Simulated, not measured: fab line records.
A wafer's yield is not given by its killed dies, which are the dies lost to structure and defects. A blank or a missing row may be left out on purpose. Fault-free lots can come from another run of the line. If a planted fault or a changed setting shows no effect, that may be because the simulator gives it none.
The tool behind it: which one? | flow sky130 | Sampling: 12 lots, 34 wafers, 6 of 708 route steps

## WHAT THE GAUGES READ, wafer by wafer
SKY_FIELD_ISO_CD_MEAS_13 targets a cd of 150 nm.
lot  | measured    | on        | cd_nm (nm)
L692 | day 2 14:45 | cd_sem-01 | 150.1 152.5 151.6
L693 | day 2 21:28 | cd_sem-02 | 150.2 149.6 149.7
L694 | day 3 06:12 | cd_sem-02 | 150.0 148.3 149.7
L698 | day 3 20:52 | cd_sem-01 | 150.6 150.0 150.7
L699 | day 4 02:28 | cd_sem-02 | 151.5 152.9 152.0
L701 | day 4 13:23 | cd_sem-02 | 146.6 146.5 146.3
L702 | day 4 18:14 | cd_sem-02 | 150.2 150.6 151.3
L706 | day 5 17:39 | cd_sem-02 | 151.3 148.4 148.2
L707 | day 5 20:43 | cd_sem-02 | 149.7 149.7 149.0
L708 | day 6 03:36 | cd_sem-01 | 151.6
L712 | day 6 22:47 | cd_sem-01 | 148.3 147.8 148.6
L713 | day 7 03:22 | cd_sem-02 | 150.6 150.2 150.7

SKY_FIELD_ISO_THK_MEAS_25.
lot  | measured    | on            | FIELD_ISO_CVD_24_THK (nm)
L692 | day 2 18:26 | film_metro-03 | 602 603 598
L693 | day 2 23:56 | film_metro-02 | 593 603 599
L694 | day 3 08:10 | film_metro-02 | 585 584 594
L698 | day 3 22:58 | film_metro-02 | 600 611 601
L699 | day 4 05:30 | film_metro-04 | 592 593 588
L701 | day 4 15:28 | film_metro-02 | 577 585 591
L702 | day 4 21:26 | film_metro-04 | 594 589 595
L706 | day 5 19:37 | film_metro-04 | 456 461 588 456 461 589
L707 | day 5 22:41 | film_metro-03 | 586 590 597
L708 | day 6 05:34 | film_metro-02 | 468 468
L712 | day 7 00:45 | film_metro-04 | 599 603 604
L713 | day 7 05:30 | film_metro-04 | 604 598 599

SKY_NWELL_THK_MEAS_02.
lot  | measured    | on            | NWELL_OXIDATION_THK (nm)
L692 | day 3 01:00 | film_metro-04 | 10.04 10.14 10.04
L693 | day 3 05:02 | film_metro-02 | 10.04 9.96 10.07
L694 | day 3 13:38 | film_metro-04 | 10.20 10.39 10.24
L698 | day 4 03:29 | film_metro-02 | 10.30 9.99 9.89
L699 | day 4 12:04 | film_metro-01 | 9.93 9.90 9.83
L701 | day 4 20:41 | film_metro-01 | 9.66 9.69 9.87
L702 | day 5 02:02 | film_metro-02 | 9.80 9.88 9.74
L706 | day 6 03:48 | film_metro-04 | 10.22 10.23 10.12
L707 | day 6 03:49 | film_metro-02 | 10.07 9.93 10.04
L708 | day 6 13:10 | film_metro-02 | 9.90
L712 | day 7 05:05 | film_metro-01 | 10.39 10.17 10.28
L713 | day 7 09:52 | film_metro-04 | 9.71 9.68 9.85

SKY_DNWELL_TW_MEAS_09.
lot  | measured    | on            | DNWELL_TW
L692 | day 3 17:18 | film_metro-04 | 1087 1084 1087
L693 | day 3 20:25 | film_metro-04 | 1090 1095 1095
L694 | day 4 06:22 | film_metro-02 | 1113 1116 1117
L698 | day 4 20:45 | film_metro-04 | 1113 1116 1113
L699 | day 5 04:33 | film_metro-01 | 1093 1095 1094
L701 | day 5 14:11 | film_metro-01 | 1090 1101 1093
L702 | day 5 20:56 | film_metro-04 | 1099 1102 1101
L706 | day 6 18:33 | film_metro-01 | 1104 1098 1100
L707 | day 6 22:37 | film_metro-04 | 1108 1110 1112
L708 | day 7 05:30 | film_metro-01 | 1101
L712 | day 8 01:04 | film_metro-02 | 1118 1115 1116
L713 | day 8 06:23 | film_metro-01 | 1093 1096 1099

## WHICH TOOL RAN EACH LOT (tool, then ch and the chambers of the sampled wafers, then the start)
lot  | SKY_FIELD_ISO_CVD_24            | SKY_FIELD_ISO_CMP_27
L692 | hdpcvd-01 ch 0,2, day 2 18:22   | cmp-02 ch 0,1,3, day 2 22:23
L693 | hdpcvd-02 ch 0,1, day 2 23:52   | cmp-01 ch 0,1,2, day 3 02:33
L694 | hdpcvd-01 ch 1,2, day 3 08:06   | cmp-01 ch 0,1,3, day 3 10:46
L698 | hdpcvd-01 ch 0,1, day 3 22:54   | cmp-01 ch 0,2,3, day 4 01:14
L699 | hdpcvd-01 ch 0,1,2, day 4 05:25 | cmp-02 ch 0,1,2, day 4 08:31
L701 | hdpcvd-02 ch 0,1, day 4 15:22   | cmp-01 ch 1,2,3, day 4 18:04
L702 | hdpcvd-02 ch 0,2, day 4 21:22   | cmp-02 ch 1,3, day 4 22:59
L706 | hdpcvd-01 ch 0,1, day 5 19:32   | cmp-01 ch 0,1,2, day 6 00:59
L707 | hdpcvd-02 ch 0,1,2, day 5 22:36 | cmp-01 ch 0,1,2, day 6 00:33
L708 | hdpcvd-01 ch 0, day 6 05:29     | cmp-02 ch 0, day 6 10:17
L712 | hdpcvd-02 ch 0,1,2, day 7 00:40 | cmp-02 ch 0,2,3, day 7 02:47
L713 | hdpcvd-02 ch 1,2, day 7 05:25   | cmp-02 ch 1,2,3, day 7 07:03
- SKY_FIELD_ISO_CVD_24: deposits SiO2, target thk 595 nm, time 99.2 s.
- SKY_FIELD_ISO_CMP_27: polishes, stops on Si3N4, t overpolish 16 s, target thk 457.8 nm.

## AS READ BY THE TOOLS THEMSELVES (means over the sampled wafers that have a number; for cases with no such wafer, the mark the record gives instead)
SKY_FIELD_ISO_CVD_24.
lot  | tool      | pressure_mtorr (mTorr) | sih4_flow_sccm (sccm) | susceptor_temp_C (C)
L692 | hdpcvd-01 | 6.008                  | 59.97                 | 649.9
L693 | hdpcvd-02 | 6.002                  | 60.07                 | 649.7
L694 | hdpcvd-01 | 6.013                  | 60.06                 | 649.9
L698 | hdpcvd-01 | 6.000                  | 59.88                 | 650.0
L699 | hdpcvd-01 | 6.003                  | 59.89                 | 649.8
L701 | hdpcvd-02 | 6.004                  | 59.97                 | 650.2
L702 | hdpcvd-02 | 6.015                  | 59.98                 | 650.0
L706 | hdpcvd-01 | 5.989                  | 59.77                 | 650.2
L707 | hdpcvd-02 | 6.009                  | 59.88                 | 650.2
L708 | hdpcvd-01 | 5.987                  | 60.19                 | 650.4
L712 | hdpcvd-02 | 6.000                  | 60.00                 | 650.0
L713 | hdpcvd-02 | 6.003                  | 60.03                 | 649.9

SKY_FIELD_ISO_CMP_27.
lot  | tool   | motor_current_A (A) | slurry_flow_ml_min | time_to_endpoint_s (s)
L692 | cmp-02 | 13.3                | 150.1              | 119
L693 | cmp-01 | 11.7                | 150.2              | 116
L694 | cmp-01 | 12.2                | 150.1              | 113
L698 | cmp-01 | 11.9                | 149.7              | 119
L699 | cmp-02 | 13.7                | 150.0              | 112
L701 | cmp-01 | 11.8                | 149.9              | 119
L702 | cmp-02 | 12.7                | 150.2              | 108
L706 | cmp-01 | 11.3                | 149.9              | 96
L707 | cmp-01 | 11.7                | 150.3              | 114
L708 | cmp-02 | 13.2                | 150.2              | 89
L712 | cmp-02 | 12.4                | 150.3              | 118
L713 | cmp-02 | 13.2                | 149.5              | 115

## THE ANSWER, worked out from the rows above alone
Rule: the usual values come from the lots themselves. Put in order of their means at a reading, lots are off if they are a third of the lots or fewer, leave a main group of 4 or more, and stand apart from it by a gap of 3 or more times the standard deviation of the main group's means; of several such gaps the widest counts. If all means in a main group match to the digits the tables above print for the reading, that group is not used. Also off: a lot with no number at a reading for which 4 or more lots have one. The other lots that the step has rows for count as sound. Order of review: gauges by route order, followed by the tools' own readings, for which a lot's mean as printed above is used. The first step at which some lot is off is used, and at that step the reading that is off furthest; a lot without a number counts as furthest.
Off: L706, L708, seen at SKY_FIELD_ISO_THK_MEAS_25 (FIELD_ISO_CVD_24_THK). Mean 595 nm and standard deviation 6.4 in the main group.
If a tool, at a process step before that reading, ran all the lots that are off and no sound lot after the first of them, it fits. Not tried: the gauges at SKY_FIELD_ISO_THK_MEAS_25; whatever is off there is also off at SKY_FIELD_ISO_CMP_27, on other tools, and gauge error can't account for it. One candidate fits, namely hdpcvd-01 at SKY_FIELD_ISO_CVD_24. Its last sound lot is L699 (day 4 05:25), its first lot that is off L706 (day 5 19:32): a fault that began between those two fits.

## WHAT WAS PUT IN BY THE SIMULATOR
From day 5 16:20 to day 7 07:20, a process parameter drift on hdpcvd-01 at SKY_FIELD_ISO_CVD_24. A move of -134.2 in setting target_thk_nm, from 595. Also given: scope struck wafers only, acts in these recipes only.
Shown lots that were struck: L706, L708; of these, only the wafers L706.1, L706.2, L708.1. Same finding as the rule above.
